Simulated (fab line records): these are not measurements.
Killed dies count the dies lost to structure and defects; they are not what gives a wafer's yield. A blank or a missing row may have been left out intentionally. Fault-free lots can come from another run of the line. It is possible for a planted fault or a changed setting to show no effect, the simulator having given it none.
fab line records -- flow sky130
record: lots: 11, wafers: 33, last-day: 50
route steps=708 shown SONOS_TUNNEL@161 SONOS_ONO@182 POLY_GATE@234 PAD_OPEN@708
lots that met no fault: taken from a fault-free run of the same line
start-h: the number of hours between the record's first day and the start of the first shown wafer of the lot -- wait-h: hours elapsed since this lot's preceding step -- " unchanged from the row above -- L1.1+2: a single row standing in for several wafers -- - no value, or no start given -- * or withheld: withheld -- < > ~ a bound
route shown NAME@n: a module of which the file shows steps, and the number in the route of the first -- usual: mean and standard deviation over wafers with no fault -- same: alike in all rows -- chamber/n: place in a boat -- sites: per-site readings -- _std_site: standard deviation across them -- _edge_site: the outer-site mean with the inner-site mean subtracted -- radius-mm: how far each site lies from the wafer's centre -- mask NAME#n: copy n -- behind: the tool/chamber that last shaped the wafer -- hold: what put the lot on hold/how long, in hours/how the hold closed -- device: the n, p or np transistor that did not switch -- end of line: tests of these same wafers at the route's end -- a step given without rows: its recipe and nothing more -- killed: dies that structure and defects cost at the first sort, which is not the same as the wafer's yield -- map: per-die view of a wafer (x killed, . not killed, _ where there is no die)
set.NAME: setting as actually run; set.NAME@STEP: the setting as run at that earlier step -- model.NAME: the simulator's own value behind a step, which no gauge read
one table for each step of the route and one row for each wafer, over a sample of lots
services: when a tool's chamber went out of use (start-h, in hours from the record's first day, below 0 if earlier), for how many hours, and the reason
== steps ==
step: SKY_SONOS_TUNNEL_CD_MEAS_07
recipe: target-cd-nm: 410
usual: cd-nm: 409.9/2.2
lot.wafer,tool,chamber,start-h,wait-h,cd-nm
L794.1,cd-sem-02,-,241.02,0.1,409.5
L794.2,cd-sem-02,-,241.02,0.1,411.6
L794.4,cd-sem-02,-,241.02,0.1,409.0
L799.1,cd-sem-01,-,315.12,0.1,410.3
L799.4,cd-sem-01,-,315.12,0.1,412.3
L799.6,cd-sem-01,-,315.12,0.1,411.7
L800.3,cd-sem-02,-,315.40,0.1,408.0
L800.4,cd-sem-02,-,315.40,0.1,407.2
L800.5,cd-sem-02,-,315.40,0.1,406.3
L801.1,cd-sem-01,-,318.08,0.1,414.5
L801.4,cd-sem-01,-,318.08,0.1,412.1
L801.5,cd-sem-01,-,318.08,0.1,413.9
L805.3,cd-sem-01,-,375.07,0.1,409.2
L805.4,cd-sem-01,-,375.07,0.1,408.0
L805.5,cd-sem-01,-,375.07,0.1,410.6
L808.1,cd-sem-01,-,386.08,0.1,413.7
L808.2,cd-sem-01,-,386.08,0.1,413.7
L808.6,cd-sem-01,-,386.08,0.1,410.7
L810.3,cd-sem-01,-,391.56,0.1,410.3
L810.4,cd-sem-01,-,391.56,0.1,411.9
L810.5,cd-sem-01,-,391.56,0.1,409.4
L809.1,cd-sem-01,-,392.98,0.1,408.9
L809.2,cd-sem-01,-,392.98,0.1,407.3
L809.4,cd-sem-01,-,392.98,0.1,407.7
L811.2,cd-sem-01,-,405.78,0.1,409.9
L811.3,cd-sem-01,-,405.78,0.1,407.9
L811.5,cd-sem-01,-,405.78,0.1,410.6
L812.2,cd-sem-02,-,406.08,0.1,407.8
L812.3,cd-sem-02,-,406.08,0.1,406.8
L812.4,cd-sem-02,-,406.08,0.1,407.6
L816.4,cd-sem-01,-,423.18,0.1,412.5
L816.5,cd-sem-01,-,423.18,0.1,413.7
L816.6,cd-sem-01,-,423.18,0.1,412.5
step: SKY_SONOS_ONO_OVL_MEAS_14
usual: SONOS_ONO_OVL: 0.5/1.5
lot.wafer,tool,chamber,start-h,wait-h,SONOS_ONO_OVL[nm]
L794.1,overlay-02,-,284.21,0.1,0.8
L794.2,overlay-02,-,284.21,0.1,0.4
L794.4,overlay-02,-,284.21,0.1,-0.3
L799.1,overlay-01,-,349.35,0.1,1.2
L799.4,overlay-01,-,349.35,0.1,3.3
L799.6,overlay-01,-,349.35,0.1,0.9
L800.3,overlay-01,-,349.66,0.1,0.4
L800.4,overlay-01,-,349.66,0.1,0.6
L800.5,overlay-01,-,349.66,0.1,1.3
L801.1,overlay-01,-,350.55,0.1,1.0
L801.4,overlay-01,-,350.55,0.1,0.7
L801.5,overlay-01,-,350.55,0.1,2.5
L805.3,overlay-01,-,409.78,0.1,1.6
L805.4,overlay-01,-,409.78,0.1,2.4
L805.5,overlay-01,-,409.78,0.1,3.0
L808.1,overlay-02,-,421.93,0.1,-0.3
L808.2,overlay-02,-,421.93,0.1,-0.4
L808.6,overlay-02,-,421.93,0.1,-0.5
L810.3,overlay-01,-,427.78,0.1,-4.1
L810.4,overlay-01,-,427.78,0.1,0.1
L810.5,overlay-01,-,427.78,0.1,-1.6
L809.1,overlay-02,-,428.06,0.1,-2.0
L809.2,overlay-02,-,428.06,0.1,-1.2
L809.4,overlay-02,-,428.06,0.1,-0.7
L812.2,overlay-02,-,442.76,0.1,3.0
L812.3,overlay-02,-,442.76,0.1,0.7
L812.4,overlay-02,-,442.76,0.1,0.3
L811.2,overlay-01,-,443.02,0.1,-0.6
L811.3,overlay-01,-,443.02,0.1,-0.5
L811.5,overlay-01,-,443.02,0.1,-0.3
L816.4,overlay-02,-,459.08,0.1,3.3
L816.5,overlay-02,-,459.08,0.1,2.0
L816.6,overlay-02,-,459.08,0.1,0.8
step: SKY_SONOS_ONO_STRIP_17
recipe: chemistry: O2/N2, power-w: 1400, pressure-mtorr: 1500, platen-temp-c: withheld, o2-flow-sccm: 3000, n2-flow-sccm: 300, overash-fraction: 0.5
usual: drypump-motor-current-A: 5.5/0.4, oes-product-au: 0.710/0.0043, strip-time-to-endpoint-s: 14.13/0.044
lot.wafer,tool,chamber,start-h,wait-h,drypump-motor-current-A,oes-product-au,rf-hours-counter-h,strip-time-to-endpoint-s
L794.1,plasma-asher-01,0,284.36,0.0,5.0,0.707,18,14.08
L794.2,plasma-asher-01,1,284.36,0.0,5.7,0.711,18,14.08
L794.4,plasma-asher-01,0,284.36,0.0,5.0,0.712,-,14.07
L799.1,plasma-asher-02,1,349.50,0.0,5.2,0.710,53,14.10
L799.4,plasma-asher-02,0,349.50,0.0,6.1,0.716,-,14.05
L799.6,plasma-asher-02,1,349.50,0.0,5.2,0.710,-,14.14
L800.3,plasma-asher-01,0,349.83,0.0,4.9,0.712,-,14.13
L800.4,plasma-asher-01,1,349.83,0.0,5.7,0.716,-,14.10
L800.5,plasma-asher-01,0,349.83,0.0,4.9,0.711,-,14.08
L801.1,plasma-asher-01,0,350.70,0.0,4.9,0.716,25,14.17
L801.4,plasma-asher-01,1,350.70,0.0,5.7,0.710,-,14.14
L801.5,plasma-asher-01,1,350.70,0.0,5.7,0.714,-,14.12
L805.3,plasma-asher-04,0,409.94,0.0,5.8,0.714,-,14.09
L805.4,plasma-asher-04,1,409.94,0.0,5.2,0.712,-,14.09
L805.5,plasma-asher-04,0,409.94,0.0,5.8,0.703,-,14.13
L808.1,plasma-asher-04,1,422.07,0.0,5.2,0.714,69,14.07
L808.2,plasma-asher-04,0,422.07,0.0,5.8,0.711,69,14.10
L808.6,plasma-asher-04,0,422.07,0.0,5.8,0.706,-,14.10
L810.3,plasma-asher-04,0,427.95,0.0,5.8,0.704,-,14.13
L810.4,plasma-asher-04,1,427.95,0.0,5.2,0.707,-,14.13
L810.5,plasma-asher-04,1,427.95,0.0,5.2,0.706,-,14.14
L809.1,plasma-asher-01,1,428.21,0.0,5.7,0.714,33,14.18
L809.2,plasma-asher-01,0,428.21,0.0,5.0,0.709,33,14.08
L809.4,plasma-asher-01,0,428.21,0.0,4.9,0.721,-,14.15
L812.2,plasma-asher-02,0,442.90,0.0,6.1,0.718,62,14.14
L812.3,plasma-asher-02,1,442.90,0.0,5.2,0.714,-,14.09
L812.4,plasma-asher-02,0,442.90,0.0,6.1,0.711,-,14.12
L811.2,plasma-asher-01,0,443.17,0.0,4.9,0.704,34,14.20
L811.3,plasma-asher-01,0,443.17,0.0,4.9,0.707,-,14.21
L811.5,plasma-asher-01,1,443.17,0.0,5.7,0.710,-,14.20
L816.4,plasma-asher-02,0,459.24,0.0,6.1,0.709,-,14.08
L816.5,plasma-asher-02,1,459.24,0.0,5.2,0.709,-,14.09
L816.6,plasma-asher-02,0,459.24,0.0,6.1,0.708,-,14.10
step: SKY_POLY_GATE_OXIDATION_20
recipe: temp-c: 850, ambient: O2, stabilise-s: 600, purge-s: 300, target-thk-a: 40, ox-time-s: 899
usual: spike-tc-bottom-C: 871/3.9, spike-tc-centre-C: 849.8/1.1, spike-tc-lower-C: 849.8/1.1, spike-tc-top-C: 863.6/1.1, spike-tc-upper-C: 848.6/1.1, tube-center-temp-C: 850/0.076, tube_center_temp_C_max: 852.2/0.33, zone-power-top-pct: 31.2/0.33, zone-power-upper-pct: 16.63/0.17
lot.wafer,tool,chamber,start-h,wait-h,spike-tc-bottom-C,spike-tc-centre-C,spike-tc-lower-C,spike-tc-top-C,spike-tc-upper-C,tube-center-temp-C,tube_center_temp_C_max,zone-power-top-pct,zone-power-upper-pct
L794.1,furnace-01,0,382.73,1.9,872,850.6,851.9,862.8,848.6,849.94,852.0,31.3,16.12
L794.2,furnace-01,0,382.73,1.9,875,850.6,848.2,864.0,850.1,850.07,852.6,30.9,16.64
L794.4,furnace-01,0,382.73,1.9,873,849.0,849.9,861.2,848.6,850.03,852.3,31.2,16.76
L799.1,furnace-01,0,445.92,1.8,894,870.2,868.4,882.4,867.1,869.3,871.6,32.8,17.08
L799.4,furnace-01,0,445.92,1.8,894,868.2,867.8,882.2,867.0,869.41,871.9,32.2,17.57
L799.6,furnace-01,0,445.92,1.8,892,868.9,868.6,883.0,868.3,869.37,871.8,32.4,17.35
L800.3,furnace-01,0,451.38,1.8,894,870.3,867.5,883.4,868.4,869.29,872.0,32.2,17.36
L800.4,furnace-01,0,451.38,1.8,893,866.8,867.6,883.4,870.1,869.44,871.4,32.5,17.44
L800.5,furnace-01,0,451.38,1.8,890,868.6,867.6,882.6,868.5,869.28,871.9,32.0,17.82
L801.1,furnace-01,0,451.38,2.4,893,868.0,869.5,882.0,869.5,869.41,871.6,32.9,17.07
L801.4,furnace-01,0,451.38,2.4,894,868.9,868.6,882.7,868.8,869.24,872.0,31.6,17.43
L801.5,furnace-01,0,451.38,2.4,893,870.6,868.2,882.9,867.5,869.22,872.2,33.1,17.51
L805.3,furnace-02,0,512.07,0.0,865,849.4,850.4,863.7,847.4,849.92,852.0,31.2,16.72
L805.4,furnace-02,0,512.07,0.0,867,851.2,851.8,862.7,850.5,850.01,852.0,31.2,16.35
L805.5,furnace-02,0,512.07,0.0,867,850.6,849.7,861.4,847.0,849.98,851.9,31.1,17.01
L808.1,furnace-01,0,522.93,0.4,875,850.2,849.4,864.3,849.7,850.1,852.1,31.5,16.92
L808.2,furnace-01,0,522.93,0.4,875,852.1,846.6,864.1,845.5,850.16,852.4,31.0,16.61
L808.6,furnace-01,0,522.93,0.4,873,849.2,849.7,863.2,849.1,849.94,852.5,31.8,16.68
L810.3,furnace-01,0,527.97,0.0,874,849.5,850.3,865.9,848.5,849.88,851.7,31.6,16.57
L810.4,furnace-01,0,527.97,0.0,874,850.7,849.8,862.0,849.8,849.95,852.2,31.5,16.45
L810.5,furnace-01,0,527.97,0.0,874,851.8,849.3,864.3,849.7,849.9,852.6,31.4,16.67
L809.1,furnace-01,0,530.62,0.0,874,849.8,849.1,865.1,849.1,849.92,851.8,31.5,16.54
L809.2,furnace-01,0,530.62,0.0,875,849.7,849.2,865.5,848.8,850.06,852.1,31.0,16.75
L809.4,furnace-01,0,530.62,0.0,874,849.3,851.5,864.0,849.4,850.07,852.4,31.5,16.46
L812.2,furnace-02,0,541.72,0.0,866,851.7,850.5,862.6,848.8,850.11,852.7,31.8,16.41
L812.3,furnace-02,0,541.72,0.0,867,850.4,851.8,863.9,849.1,849.93,852.0,30.9,16.85
L812.4,furnace-02,0,541.72,0.0,866,850.1,849.8,862.7,849.8,849.93,851.8,31.1,16.81
L811.2,furnace-01,0,543.97,0.0,874,849.7,849.0,865.2,848.0,850.04,851.9,31.8,16.43
L811.3,furnace-01,0,543.97,0.0,874,849.2,848.9,863.4,850.1,850,852.1,31.5,16.84
L811.5,furnace-01,0,543.97,0.0,874,849.7,849.5,864.2,850.0,849.99,852.1,31.1,16.56
L816.4,furnace-01,0,558.41,0.0,874,850.9,848.1,864.1,849.0,849.97,851.9,31.4,16.54
L816.5,furnace-01,0,558.41,0.0,875,850.1,847.8,865.5,848.3,849.9,851.9,31.0,16.62
L816.6,furnace-01,0,558.41,0.0,875,850.4,850.0,863.1,848.0,849.84,852.2,31.1,16.61
step: SKY_POLY_GATE_THK_MEAS_21
recipe: reads: SiO2_of_POLY_GATE_OXIDATION_20
usual: POLY_GATE_OXIDATION_THK: 3.98/0.083
lot.wafer,tool,chamber,start-h,wait-h,POLY_GATE_OXIDATION_THK[nm]
L794.1,film-metro-03,-,383.98,0.0,3.98
L794.2,film-metro-03,-,383.98,0.0,3.91
L794.4,film-metro-03,-,383.98,0.0,4.06
L799.1,film-metro-03,-,447.17,0.0,5.10
L799.4,film-metro-03,-,447.17,0.0,5.04
L799.6,film-metro-03,-,447.17,0.0,5.03
L801.1,film-metro-02,-,452.63,0.0,5.11
L801.4,film-metro-02,-,452.63,0.0,5.03
L801.5,film-metro-02,-,452.63,0.0,5.01
L800.3,film-metro-03,-,452.67,0.0,5.08
L800.4,film-metro-03,-,452.67,0.0,5.11
L800.5,film-metro-03,-,452.67,0.0,5.16
L805.3,film-metro-01,-,513.34,0.0,4.00
L805.4,film-metro-01,-,513.34,0.0,3.98
L805.5,film-metro-01,-,513.34,0.0,3.87
L808.1,film-metro-02,-,524.18,0.0,3.97
L808.2,film-metro-02,-,524.18,0.0,3.98
L808.6,film-metro-02,-,524.18,0.0,3.84
L810.3,film-metro-01,-,529.30,0.1,4.04
L810.4,film-metro-01,-,529.30,0.1,3.94
L810.5,film-metro-01,-,529.30,0.1,3.99
L809.1,film-metro-02,-,531.87,0.0,4.01
L809.2,film-metro-02,-,531.87,0.0,4.09
L809.4,film-metro-02,-,531.87,0.0,4.02
L812.2,film-metro-02,-,543.15,0.2,4.00
L812.3,film-metro-02,-,543.15,0.2,3.83
L812.4,film-metro-02,-,543.15,0.2,3.97
L811.2,film-metro-02,-,545.22,0.0,4.10
L811.3,film-metro-02,-,545.22,0.0,4.05
L811.5,film-metro-02,-,545.22,0.0,4.06
L816.4,film-metro-02,-,559.69,0.0,4.00
L816.5,film-metro-02,-,559.69,0.0,4.02
L816.6,film-metro-02,-,559.69,0.0,3.94
step: SKY_PAD_OPEN_PROBE_99
usual: killed_at_M0_to_M3: 44/6.2, killed_at_M4_up: 3.3/1.8, killed-at-contacts: 25/5.8, killed-at-front-end: 15/4, killed-at-other: 0.3/0.49, killed-dies: 88/8.8, killed-open: 48/6.5, killed-short: 39/6.3
same: gross-dies: 492, killed-at-back-side: 0
lot.wafer,tool,chamber,start-h,wait-h,killed_at_M0_to_M3,killed_at_M4_up,killed-at-contacts,killed-at-front-end,killed-at-other,killed-dies,killed-open,killed-short
L801.1,prober-01,-,1129.48,0.1,39,6,22,16,0,83,57,26
L801.4,prober-01,-,1129.63,0.2,40,2,29,16,1,88,46,41
L801.5,prober-01,-,1129.68,0.2,51,3,17,11,0,82,47,35
L810.3,prober-02,-,1182.77,0.2,49,3,22,19,1,94,60,32
L810.4,prober-02,-,1182.82,0.2,40,3,26,12,1,82,40,40
L810.5,prober-02,-,1182.87,0.2,45,3,22,20,0,90,52,37
L809.1,prober-01,-,1184.42,0.1,62,3,18,14,0,97,59,38
killed by level:class
L801.1 CONTACT:geometric-particle:open=14 VIA1:geometric-particle:open=14 LI_CONTACT:geometric-particle:open=6 VIA1:geometric-particle:short=6 VIA2:geometric-particle:open=5 VIA3:geometric-particle:open=5 FIELD_ISO:geometric-particle:open=4 SPACER:geometric-particle:short=4
L801.4 CONTACT:geometric-particle:open=11 VIA1:geometric-particle:open=10 VIA1:geometric-particle:short=9 POLY_GATE:geometric-particle:open=8 CONTACT:geometric-particle:short=7 POLY_GATE:geometric-particle:short=5 LOCAL_INTERCONNECT:geometric-particle:short=5 VIA3:geometric-particle:open=5
L801.5 VIA1:geometric-particle:open=12 VIA2:geometric-particle:open=10 CONTACT:geometric-particle:open=6 FIELD_ISO:geometric-particle:open=5 CONTACT:geometric-particle:short=5 METAL1:geometric-particle:short=5 VIA1:geometric-particle:short=4 METAL1:geometric-particle:open=4
L810.3 VIA1:geometric-particle:open=13 LI_CONTACT:geometric-particle:open=8 VIA3:geometric-particle:open=8 CONTACT:geometric-particle:open=7 VIA2:geometric-particle:open=7 METAL1:geometric-particle:open=5 FIELD_ISO:geometric-particle:open=4 FIELD_ISO:geometric-particle:short=4
L810.4 VIA1:geometric-particle:open=10 CONTACT:geometric-particle:open=8 LI_CONTACT:geometric-particle:open=7 METAL2:geometric-particle:short=6 LOCAL_INTERCONNECT:geometric-particle:short=5 METAL3:geometric-particle:short=5 VIA3:geometric-particle:open=5 FIELD_ISO:geometric-particle:open=4
L810.5 VIA1:geometric-particle:open=12 VIA2:geometric-particle:open=8 CONTACT:geometric-particle:open=8 CONTACT:geometric-particle:short=7 POLY_GATE:geometric-particle:short=6 POLY_GATE:geometric-particle:open=5 LI_CONTACT:geometric-particle:open=5 METAL1:geometric-particle:short=5
L809.1 VIA1:geometric-particle:open=20 CONTACT:geometric-particle:open=9 VIA3:geometric-particle:open=8 VIA2:geometric-particle:open=7 METAL1:geometric-particle:short=7 VIA1:geometric-particle:short=6 METAL2:geometric-particle:short=4 FIELD_ISO:geometric-particle:short=3
== services ==
tool,chamber,start-h,hours,kind
plasma-asher-04,-,264.07,11.3,pm
furnace-02,-,280.07,3.4,pm
plasma-asher-04,-,317.80,1.2,repair
plasma-asher-02,-,350.41,5.3,pm
plasma-asher-04,-,388.83,1.4,repair
furnace-02,-,448.82,3.3,pm
furnace-02,-,474.63,3.4,pm
plasma-asher-04,-,551.10,4.7,repair
== key ==
first-sign: step: SKY_POLY_GATE_OXIDATION_20, reading: tube-center-temp-C, direction: up, sigmas: 99+, usual: *, struck: *
effect: step: SKY_POLY_GATE_OXIDATION_20, reading: tube_center_temp_C_max, direction: up, sigmas: 60, usual: *, struck: *
effect: step: SKY_POLY_GATE_THK_MEAS_21, reading: POLY_GATE_OXIDATION_THK, direction: up, sigmas: 13, usual: 3.98, struck: 5.08
met-at SKY_POLY_GATE_OXIDATION_20
struck-lots L799,L800,L801
tester-left-out L799,L800,L801
not-acting-at SKY_SONOS_TUNNEL_CD_MEAS_07,SKY_SONOS_ONO_OVL_MEAS_14,SKY_SONOS_ONO_STRIP_17
onset-between 382.73 445.92
fault: kind: process-parameter-drift, tool: furnace-01, chamber: -, onset-h: 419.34, steps: SKY_POLY_GATE_OXIDATION_20, channel: temp-c, offset: *, shape: step, end-h: 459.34, acts-in: *, stated: *
tester-left-out: of these lots the tester's yield and bins aren't shown, on N5 and GAA mostly nor the transistor test; their killed dies are dies lost to structure and defects alone, not to doping, threshold or leakage, so they don't give the yield
